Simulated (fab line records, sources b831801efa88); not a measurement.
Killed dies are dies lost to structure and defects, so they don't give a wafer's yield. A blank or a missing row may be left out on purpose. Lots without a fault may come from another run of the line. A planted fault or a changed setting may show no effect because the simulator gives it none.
Which tool did it? | flow gf180mcu | 13 lots, 39 wafers sampled, at 4 steps of a route of 602

WHAT THE GAUGES READ, wafer by wafer
GF_STI_THK_MEAS_04. Usual: STI_CVD_03_THK 206.9 nm, standard deviation 2.1.
lot  | measured    | on            | STI_CVD_03_THK (nm)                 | flag
L532 | day 1 13:35 | film_metro-02 | 204.2 205.6 205.7                   |
L533 | day 1 18:34 | film_metro-03 | 205.9 206.1 206.8                   |
L534 | day 1 23:37 | film_metro-03 | 207.3 206.3 205.0                   |
L535 | day 2 05:33 | film_metro-02 | 211.2 210.2 210.2                   |
L538 | day 2 20:23 | film_metro-02 | 202.7 204.1 204.5                   |
L545 | day 4 08:13 | film_metro-02 | 209.1 211.2 221.3 208.9 211.1 221.4 | OFF
L546 | day 4 12:13 | film_metro-04 | 209.2 210.4 208.9                   |
L547 | day 4 17:19 | film_metro-04 | 206.8 205.8 208.7                   |
L550 | day 5 07:35 | film_metro-04 | 207.9 208.2 207.4                   |
L551 | day 5 12:35 | film_metro-02 | 208.6 208.0 207.6                   |
L552 | day 5 17:34 | film_metro-03 | 211.2 210.1 210.9                   |
L553 | day 5 22:47 | film_metro-03 | 205.3 206.3 206.0                   |
L555 | day 6 09:16 | film_metro-04 | 209.1 209.0 208.8                   |

GF_DUAL_GATE_OVL_MEAS_11. Usual: DUAL_GATE_OVL -0.9 nm, standard deviation 1.6.
lot  | measured     | on         | DUAL_GATE_OVL (nm) | flag
L532 | day 8 07:55  | overlay-02 | 0.2 1.1 -0.4       |
L533 | day 8 18:20  | overlay-02 | -0.7 -2.2 -2.9     |
L534 | day 9 03:47  | overlay-02 | 1.1 0.2 -0.7       |
L535 | day 9 09:23  | overlay-01 | 2.7 1.4 0.8        |
L538 | day 10 05:02 | overlay-02 | 1.2 -0.2 -0.4      |
L545 | day 12 05:30 | overlay-01 | -0.5 -1.0 -3.0     |
L546 | day 12 05:22 | overlay-01 | 1.4 -0.1 0.8       |
L547 | day 12 16:37 | overlay-01 | -1.5 0.0 -3.0      |
L550 | day 13 09:01 | overlay-01 | -0.3 -1.0 -1.7     |
L551 | day 13 20:05 | overlay-01 | -1.8 -1.3 -1.2     |
L552 | day 13 19:40 | overlay-01 | -1.3 -0.7 -1.5     |
L553 | day 14 04:44 | overlay-01 | -4.3 -3.3 -5.0     |
L555 | day 14 16:46 | overlay-01 | -2.6 0.6 -0.5      |

GF_SAB_OVL_MEAS_10. Usual: SAB_OVL 0.7 nm, standard deviation 1.5.
lot  | measured     | on         | SAB_OVL (nm)   | flag
L532 | day 15 05:43 | overlay-01 | 1.6 1.6 1.7    |
L533 | day 15 20:01 | overlay-02 | 1.9 2.3 2.3    |
L534 | day 16 11:57 | overlay-02 | 1.2 1.7 1.8    |
L535 | day 16 11:39 | overlay-01 | -2.2 -1.8 -3.0 |
L538 | day 17 10:13 | overlay-01 | -0.9 1.8 0.8   |
L545 | day 20 08:51 | overlay-02 | 1.4 2.6 -0.2   |
L546 | day 20 09:16 | overlay-02 | 3.2 1.9 0.9    |
L547 | day 20 21:58 | overlay-01 | 0.4 0.6 -0.1   |
L550 | day 21 12:43 | overlay-01 | 1.6 -0.9 0.5   |
L551 | day 22 03:16 | overlay-02 | -1.2 -0.8 3.1  |
L552 | day 22 00:35 | overlay-02 | -0.4 -0.6 1.5  |
L553 | day 22 07:45 | overlay-01 | 0.5 1.6 0.2    |
L555 | day 22 19:02 | overlay-01 | 0.0 1.3 3.4    |

WHICH TOOL RAN EACH LOT (tool, then ch and the chambers of the sampled wafers, then the start)
lot  | GF_STI_CVD_03
L532 | lpcvd-01 ch 0, day 1 11:34
L533 | lpcvd-02 ch 0, day 1 16:34
L534 | lpcvd-02 ch 0, day 1 21:37
L535 | lpcvd-01 ch 0, day 2 02:34
L538 | lpcvd-02 ch 0, day 2 18:23
L545 | lpcvd-02 ch 1, day 4 06:13
L546 | lpcvd-02 ch 0, day 4 10:11
L547 | lpcvd-01 ch 0, day 4 15:18
L550 | lpcvd-01 ch 1, day 5 05:34
L551 | lpcvd-01 ch 0, day 5 10:34
L552 | lpcvd-01 ch 1, day 5 15:34
L553 | lpcvd-01 ch 1, day 5 20:47
L555 | lpcvd-01 ch 0, day 6 07:16
- GF_STI_CVD_03: deposits Si3N4 from DCS/NH3, target thk 207.16 nm, time 3551 s.

WHAT THE TOOLS THEMSELVES READ (means of the sampled wafers that have a number; where no wafer has one, the mark that the record gives instead)
GF_STI_CVD_03. Usual: spike_tc_centre_C 771.8 C, standard deviation 1.3; zone_power_centre_pct 13.2 %, standard deviation 0.96; zone_power_lower_pct 12.2 %, standard deviation 1; zone_power_upper_pct 12.7 %, standard deviation 0.9.
lot  | tool     | spike_tc_centre_C (C) | zone_power_centre_pct (%) | zone_power_lower_pct (%) | zone_power_upper_pct (%) | flag
L532 | lpcvd-01 | 773.7                 | 12.4                      | 11.5                     | 13.8                     |
L533 | lpcvd-02 | 770.6                 | 13.7                      | 11.8                     | 12.6                     |
L534 | lpcvd-02 | 771.2                 | 13.8                      | 11.9                     | 12.7                     |
L535 | lpcvd-01 | 772.6                 | 12.5                      | 11.4                     | 13.7                     |
L538 | lpcvd-02 | 770.1                 | 13.8                      | 11.8                     | 12.6                     |
L545 | lpcvd-02 | 785.4                 | 18.8                      | 12.0                     | 11.1                     | OFF
L546 | lpcvd-02 | 770.5                 | 13.7                      | 11.9                     | 12.7                     |
L547 | lpcvd-01 | 773.9                 | 12.4                      | 11.6                     | 13.7                     |
L550 | lpcvd-01 | 773.0                 | 12.2                      | 11.6                     | 11.4                     |
L551 | lpcvd-01 | 772.2                 | 12.5                      | 11.4                     | 13.7                     |
L552 | lpcvd-01 | 772.8                 | 12.1                      | 11.6                     | 11.3                     |
L553 | lpcvd-01 | 772.0                 | 12.2                      | 11.5                     | 11.3                     |
L555 | lpcvd-01 | 771.7                 | 12.4                      | 11.5                     | 13.8                     |

THE ANSWER, worked out from the rows above alone
Rule: a lot is off if the mean of its wafers that have a number lies more than 3 standard deviations from the usual mean. A lot without any number at a reading at which 4 lots or more have one is off too. The other lots that the step has rows for count as sound. The gauges are gone through in route order, then the tools' own readings, and for those a lot's mean is taken as printed above. The first step at which some lot is off is used, and at that step the reading that is off furthest; a lot without a number counts as furthest.
Off: L545, at GF_STI_THK_MEAS_04 (STI_CVD_03_THK).
A tool fits if, at a process step before that reading, it ran every lot that is off, and no sound lot after the first of them. The gauges at GF_STI_THK_MEAS_04 aren't tried: what is off there is off at GF_STI_CVD_03 too, on other tools, and a gauge's error can't cause that. None of those tried fits.

WHAT THE SIMULATOR HAD PUT IN
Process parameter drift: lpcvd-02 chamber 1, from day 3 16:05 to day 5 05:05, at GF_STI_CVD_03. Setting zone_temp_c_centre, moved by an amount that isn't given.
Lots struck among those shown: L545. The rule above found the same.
